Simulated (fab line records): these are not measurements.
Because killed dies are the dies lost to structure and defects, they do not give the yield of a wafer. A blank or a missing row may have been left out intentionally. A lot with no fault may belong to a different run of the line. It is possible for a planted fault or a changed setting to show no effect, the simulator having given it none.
Chamber matching ; flow sky130 ; SKY_VIA4_CMP_21 on cmp-01 has 4 sister chambers
The step polishes, stops on SiO2, t overpolish 25 s, target thk 0 nm. 4 wafers are shown with their chamber, then 7 later ones without.

## EACH WAFER AND ITS CHAMBER
wafer;chamber;motor-current-A (A)
L662.2;2;10.0
L663.6;0;11.1
L664.2;1;11.0
L664.5;3;11.1

## WAFERS WITHOUT THEIR CHAMBER
wafer;motor-current-A (A)
L664.6;11.3
L666.3;10.7
L666.4;11.9
L666.5;10.3
L673.3;11.3
L673.5;11.7
L673.6;11.7

## WHICH CHAMBER EACH WENT THROUGH
wafer;from the rows above;in truth
L664.6;can't be placed: 0 or 3 or 1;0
L666.3;can't be placed: 1 or 0 or 3 or 2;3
L666.4;can't be placed: 0 or 3 or 1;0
L666.5;can't be placed: 2 or 1 or 0 or 3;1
L673.3;can't be placed: 0 or 3 or 1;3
L673.5;can't be placed: 0 or 3 or 1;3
L673.6;can't be placed: 0 or 3 or 1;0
0 of 7 placed correctly. Cannot be placed on the basis of these rows: 7; the candidates contain the true chamber in 7. Number placed wrongly: 0.
How it was worked out, from the rows above alone: a wafer's distance from a chamber is the root of the sum, over the readings, of the square of ((its reading less the chamber's mean) divided by the reading's scatter). The wafer belongs to the nearest chamber; if the next one is less than 2 further off, it can't be placed. A chamber's mean is the mean of its shown wafers. The scatter (one wafer shown for each chamber): square how far every hidden wafer sits from the nearest shown wafer, average those squares and take the square root.
